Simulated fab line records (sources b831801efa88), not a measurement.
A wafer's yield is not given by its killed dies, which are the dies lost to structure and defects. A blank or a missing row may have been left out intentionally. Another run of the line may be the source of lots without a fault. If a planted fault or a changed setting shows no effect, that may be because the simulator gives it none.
Which tool did it?    flow gf180mcu    33 wafers from 11 lots sampled at 5 of the route's 602 steps

## WHAT THE GAUGES READ, wafer by wafer
GF_M4_RS_MEAS_05: uses a four-point probe to measure. Usual: M4_ALCU_RS gives 0.0699 ohm/sq (standard deviation 0.001).
lot   measured      on             M4_ALCU_RS (ohm/sq)   flag
L685  day 22 19:32  film-metro-02  0.0702 0.0699 0.0718  
L686  day 23 08:04  film-metro-02  0.0694 0.0700 0.0697  
L687  day 23 19:18  film-metro-02  0.0701 0.0689 0.0698  
L688  day 24 01:36  film-metro-04  0.0683 0.0693 0.0692  
L689  day 24 09:10  film-metro-02  0.0690 0.0692 0.0678  
L690  day 24 14:11  film-metro-02  0.0717 0.0718 0.0708  
L691  day 25 00:12  film-metro-04  0.0710 0.0703 0.0695  
L694  day 26 00:34  film-metro-04  0.0697 0.0693 0.0688  
L703  day 28 15:59  film-metro-04  0.0691 0.0699 0.0698  
L704  day 28 20:26  film-metro-03  0.0688 0.0696 0.0694  
L707  day 29 19:34  film-metro-03  0.0697 0.0694 0.0694  

GF_V4_THK_MEAS_03. Usual: V4_CVD_02_THK gives 856 nm (standard deviation 13).
lot   measured      on             V4_CVD_02_THK (nm)  flag
L685  day 23 18:44  film-metro-03  841 841 855         
L686  day 24 07:56  film-metro-04  845 860 859         
L687  day 24 18:20  film-metro-03  855 853 850         
L688  day 25 00:24  film-metro-04  849 852 874         
L689  day 25 06:53  film-metro-04  862 864 866         
L690  day 25 12:24  film-metro-03  869 858 853         
L691  day 25 21:55  film-metro-04  840 859 852         
L694  day 26 22:17  film-metro-04  850 852 861         
L703  day 29 12:25  film-metro-03  832 842 841         
L704  day 29 16:26  film-metro-03  845 861 861         
L707  day 30 15:04  film-metro-03  846 852 862         

## EACH LOT AND THE TOOL THAT RAN IT (in order: tool; ch and the chambers of the sampled wafers; start)
lot   GF_M4_SPUTTER_04              GF_M4_METAL_ETCH_16                GF_M4_STRIP_17
L685  pvd-sputter-04, day 22 19:28  rie-metal-03 ch 1, day 23 17:53    plasma-asher-04 ch 0,1, day 23 17:59
L686  pvd-sputter-03, day 23 07:59  rie-metal-04 ch 0, day 24 07:00    plasma-asher-04 ch 0,1, day 24 07:11
L687  pvd-sputter-02, day 23 19:14  rie-metal-03 ch 0,1, day 24 17:29  plasma-asher-02 ch 0, day 24 17:35
L688  pvd-sputter-02, day 24 01:34  rie-metal-02 ch 0,1, day 24 23:28  plasma-asher-04 ch 0,1, day 24 23:34
L689  pvd-sputter-03, day 24 09:04  rie-metal-02 ch 0,1, day 25 06:03  plasma-asher-04 ch 0,1, day 25 06:10
L690  pvd-sputter-03, day 24 14:06  rie-metal-03 ch 0,1, day 25 11:32  plasma-asher-01 ch 0,1, day 25 11:39
L691  pvd-sputter-04, day 25 00:10  rie-metal-02 ch 0,1, day 25 21:04  plasma-asher-04 ch 0,1, day 25 21:10
L694  pvd-sputter-04, day 26 00:31  rie-metal-02 ch 0,1, day 26 21:25  plasma-asher-02 ch 0,1, day 26 21:31
L703  pvd-sputter-02, day 28 15:56  rie-metal-04 ch 0,1, day 29 11:34  plasma-asher-01 ch 0,1, day 29 11:40
L704  pvd-sputter-04, day 28 20:22  rie-metal-04 ch 0,1, day 29 15:35  plasma-asher-04 ch 0,1, day 29 15:42
L707  pvd-sputter-02, day 29 19:31  rie-metal-02 ch 0,1, day 30 14:12  plasma-asher-01 ch 1, day 30 14:19
- GF_M4_SPUTTER_04: material TiN, target thk 50 nm, time 41.7 s.
- GF_M4_METAL_ETCH_16: etches the open film in Cl2/BCl3, stops on SiO2, target depth 627.5 nm, time 104.6 s.
- GF_M4_STRIP_17: strips in O2/N2.

## WHAT THE TOOLS THEMSELVES READ (means of the sampled wafers that have a number; where no wafer has one, the mark that the record gives instead)
GF_M4_SPUTTER_04. Usual: 30.5 % for throttle-valve-pct, sd 1.
lot   tool            throttle-valve-pct (%)  flag
L685  pvd-sputter-04  29.4                    
L686  pvd-sputter-03  29.1                    
L687  pvd-sputter-02  31.8                    
L688  pvd-sputter-02  31.0                    
L689  pvd-sputter-03  30.0                    
L690  pvd-sputter-03  29.8                    
L691  pvd-sputter-04  29.5                    
L694  pvd-sputter-04  29.8                    
L703  pvd-sputter-02  31.8                    
L704  pvd-sputter-04  29.9                    
L707  pvd-sputter-02  31.7                    

GF_M4_METAL_ETCH_16. Usual: drypump-motor-current-A 5.4 A, standard deviation 0.47; oes-product-au 0.970 a.u., standard deviation 0.0082; throttle-valve-pct 28.253 %, standard deviation 0.01.
lot   tool          drypump-motor-current-A (A)  oes-product-au (a.u.)  throttle-valve-pct (%)  flag
L685  rie-metal-03  5.7                          0.963                  28.258                  
L686  rie-metal-04  5.0                          0.971                  28.253                  
L687  rie-metal-03  5.8                          0.979                  28.250                  
L688  rie-metal-02  5.3                          0.977                  28.246                  
L689  rie-metal-02  5.3                          0.975                  28.250                  
L690  rie-metal-03  5.7                          0.961                  28.251                  
L691  rie-metal-02  5.7                          0.968                  28.252                  
L694  rie-metal-02  5.3                          0.974                  28.238                  
L703  rie-metal-04  5.1                          0.979                  28.244                  
L704  rie-metal-04  5.1                          0.975                  28.246                  
L707  rie-metal-02  5.7                          0.965                  28.255                  

GF_M4_STRIP_17. Usual: drypump-motor-current-A 5.8 A, standard deviation 0.46; heater-power-w 324 W, standard deviation 23; n2-flow-sccm 300.1 sccm, standard deviation 0.85; oes-product-au 0.559 a.u., standard deviation 0.0056; strip-time-to-endpoint-s 7.91 s, standard deviation 0.067.
lot   tool             drypump-motor-current-A (A)  heater-power-w (W)  n2-flow-sccm (sccm)  oes-product-au (a.u.)  strip-time-to-endpoint-s (s)  flag
L685  plasma-asher-04  5.9                          338                 300.5                0.560                  7.97                          
L686  plasma-asher-04  5.5                          327                 300.1                0.564                  7.96                          
L687  plasma-asher-02  6.1                          343                 298.9                0.563                  7.95                          
L688  plasma-asher-04  5.5                          323                 299.5                0.564                  7.92                          
L689  plasma-asher-04  5.8                          336                 300.6                0.562                  7.90                          
L690  plasma-asher-01  5.8                          306                 300.8                0.566                  7.96                          
L691  plasma-asher-04  5.5                          326                 299.7                0.554                  7.86                          
L694  plasma-asher-02  6.0                          342                 299.3                0.552                  7.85                          
L703  plasma-asher-01  5.8                          308                 300.1                0.542                  7.47                          OFF
L704  plasma-asher-04  5.9                          332                 300.4                0.543                  7.49                          OFF
L707  plasma-asher-01  6.3                          275                 299.7                0.554                  7.92                          

## THE ANSWER, worked out from the rows above alone
Rule: lot off if the mean of its wafers having a number is beyond 3 standard deviations from the usual mean. Also off: a lot with no number at a reading for which 4 or more lots have one. All remaining lots with rows at the step are treated as sound. Order of review: gauges by route order, followed by the tools' own readings, for which a lot's mean as printed above is used. The first step at which some lot is off is used, and at that step the reading that is off furthest; a lot without a number counts as furthest.
Off, at GF_M4_STRIP_17 on strip-time-to-endpoint-s: L703, L704.
A tool fits if, at that step or a process step before it, it ran every lot that is off, and no sound lot after the first of them. One candidate fits, namely rie-metal-04 at GF_M4_METAL_ETCH_16. Its last sound lot is L686 (day 24 07:00), its first lot that is off L703 (day 29 11:34): a fault that began between those two fits.

## WHAT THE SIMULATOR HAD INSERTED
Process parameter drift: rie-metal-04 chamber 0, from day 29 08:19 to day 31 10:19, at GF_M4_METAL_ETCH_16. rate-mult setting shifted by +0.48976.
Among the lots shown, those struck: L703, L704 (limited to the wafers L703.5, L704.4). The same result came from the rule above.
